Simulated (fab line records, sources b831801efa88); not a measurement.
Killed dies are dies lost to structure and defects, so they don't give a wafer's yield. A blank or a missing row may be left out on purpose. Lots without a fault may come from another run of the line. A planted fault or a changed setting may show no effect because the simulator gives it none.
Struck lot and sound lot, side by side ; flow gf180mcu ; 30 out of 602 route steps
Sound: wafers L494.1, L494.3, L494.6. Wafers L508.1, L508.2, L508.4 were the ones struck. Last of all comes the cause.
Order at every step that has rows: each side's tool, ch and its chambers, its first start. Under that, the readings that differ: sound wafers ; struck wafers ; difference of the means ; sigmas: that difference in standard deviations of wafers without a fault.
alike: readings whose means differ by less than 2 such deviations, and words and numbers that are the same on both sides. not compared: withheld readings, readings that some wafer has no value for, bounds like >300 that may hide the same value, and numbers for which the record gives no deviation and whose values overlap.
A row with sigmas, a row that says differs or no value, or rows on one side alone: a step with any of these is where the two part. Numbers that don't overlap but have no deviation are shown without sigmas and don't part them. A reading missing from all wafers of one side parts the sides only when that side holds two or more wafers.

first, 3 steps without rows for these wafers: GF_PSD_EXPOSE_04 (exposes mask Pplus, target cd 400 nm); GF_PSD_PEB_05; GF_PSD_DEVELOP_06 (develop time 60 s).
GF_PSD_CD_MEAS_07 targets a cd of 400 nm.
  struck on cd sem-01, day 19 12:34; sound on cd sem-02, day 14 14:59
  alike: cd nm
GF_PSD_OVL_MEAS_08:
  struck on overlay-01, day 19 12:41; sound on overlay-01, day 14 15:06
  alike: PSD_OVL
then, 1 step without rows for these wafers: GF_PSD_IMPLANT_09.
GF_PSD_STRIP_10: strips in O2/N2.
  sound on plasma asher-02 ch 0,1, day 14 15:17; struck on plasma asher-02 ch 0,1, day 19 12:52
reading;sound;struck;difference;sigmas
strip time to endpoint s (s);16.63 16.66 16.71;16.56 16.59 16.54;-0.10;-3
  alike: drypump motor current A, heater power w, oes product au
  not compared: rf hours counter h
GF_PSD_TW_MEAS_11:
  struck on film metro-01, day 19 12:58; sound on film metro-03, day 14 15:23
  alike: PSD_TW
then, 1 step without rows for these wafers: GF_PSD_CLEAN_12 (cleans in SC1/SC2, time 150 s).
GF_PSD_RTA_13: time 20 s.
  sound on rtp anneal-01 ch 0, day 14 15:30; struck on rtp anneal-02 ch 0, day 19 13:05
reading;sound;struck;difference;sigmas
lamp power pct (%);41.7 41.7 41.6;39.2 39.2 39.3;-2.4;-2
  alike: anneal temp c max, wafer_temp_C_max
GF_PSD_RS_MEAS_14: uses a four-point probe to measure.
  struck on film metro-03, day 19 13:10; sound on film metro-03, day 14 15:35
  alike: NSD_RS
GF_PSD_RS_MEAS_15: uses a four-point probe to measure.
  struck on film metro-03, day 19 13:17; sound on film metro-03, day 14 15:42
  alike: PSD_RS
GF_SAB_CVD_00: deposits SiO2 from TEOS, target thk 50 nm, time 4.9302 s.
  sound on pecvd-01 ch 0,1,2, day 14 15:49; struck on pecvd-01 ch 0,1, day 19 13:25
reading;sound;struck;difference;sigmas
model.SiO2_of_SAB_CVD_00.thk nm (nm);49.85 49.33 50.08;52.89 52.55 52.62;+2.93;
  alike: heater power w
GF_SAB_THK_MEAS_01:
  struck on film metro-02, day 19 13:26; sound on film metro-01, day 14 15:50
reading;sound;struck;difference;sigmas
SAB_CVD_00_THK (nm);49.9 49.3 50.0;52.9 52.6 52.6;+3.0;+4
then, 7 steps without rows for these wafers: GF_SAB_DEHYDRATE_02 (time 60 s); GF_SAB_HMDS_03 (prime time 60 s); GF_SAB_COAT_04 (resist thk 988.1 nm); GF_SAB_SOFTBAKE_05 (time 60 s); GF_SAB_EXPOSE_06 (exposes mask SAB, target cd 420 nm); GF_SAB_PEB_07; GF_SAB_DEVELOP_08 (develop time 60 s).
GF_SAB_CD_MEAS_09 targets a cd of 420 nm.
  struck on cd sem-02, day 20 13:16; sound on cd sem-02, day 15 12:56
  alike: cd nm
GF_SAB_OVL_MEAS_10:
  struck on overlay-01, day 20 13:23; sound on overlay-02, day 15 13:03
reading;sound;struck;difference;sigmas
SAB_OVL (nm);-3.2 -1.5 -3.9;1.4 0.9 -0.5;+3.5;+3
GF_SAB_ETCH_11: etches SiO2 in C4F8/O2/Ar, target depth 55 nm, time 8.5 s.
  sound on rie diel-04 ch 0,2, day 15 13:05; struck on rie diel-02 ch 1,2,3, day 20 13:25
  alike: oes product au
  not compared: rf hours counter h
then, 1 step without rows for these wafers: GF_SAB_WET_ETCH_12 (etches SiO2 in dHF, target depth 22 nm, time 440 s).
GF_SAB_STRIP_13: strips in O2/N2.
  sound on plasma asher-04 ch 0,1, day 15 13:14; struck on plasma asher-04 ch 0,1, day 20 13:34
reading;sound;struck;difference;sigmas
strip time to endpoint s (s);12.45 12.49 12.47;12.38 12.37 12.44;-0.07;-2
  alike: drypump motor current A, heater power w, oes product au
  not compared: rf hours counter h
then, 1 step without rows for these wafers: GF_SALICIDE_CLEAN_00 (cleans in SC1/SC2, time 150 s).
GF_SALICIDE_WET_ETCH_01: etches SiO2 in dHF, target depth 5 nm, time 100 s.
  sound on wet bench-04 ch 1, day 15 13:23; struck on wet bench-04 ch 2, day 20 13:44
reading;sound;struck;difference;sigmas
model.SiO2_of_SAB_CVD_00.thk nm (nm);39.22 38.71 39.41;42.16 41.79 41.87;+2.83;
GF_SALICIDE_SPUTTER_02: material Co, target thk 10 nm, time 20 s.
  struck on pvd sputter-01, day 20 13:46; sound on pvd sputter-01, day 15 13:26
  alike: throttle valve pct
-- the record jumps here: 13 days lie between the struck wafers' starts before and after (it left off in module SALICIDE and takes up again in module PASSIVATION, whose first step shown is number 602 of the route) --
GF_PASSIVATION_PROBE_99:
  only the struck wafers here have rows in the record (prober-01, day 33 02:58); the sound ones have none

## WHERE THEY PART
At GF_PSD_STRIP_10 first; at GF_PASSIVATION_PROBE_99 last (within this record only).

WHY: whatever the simulator had introduced
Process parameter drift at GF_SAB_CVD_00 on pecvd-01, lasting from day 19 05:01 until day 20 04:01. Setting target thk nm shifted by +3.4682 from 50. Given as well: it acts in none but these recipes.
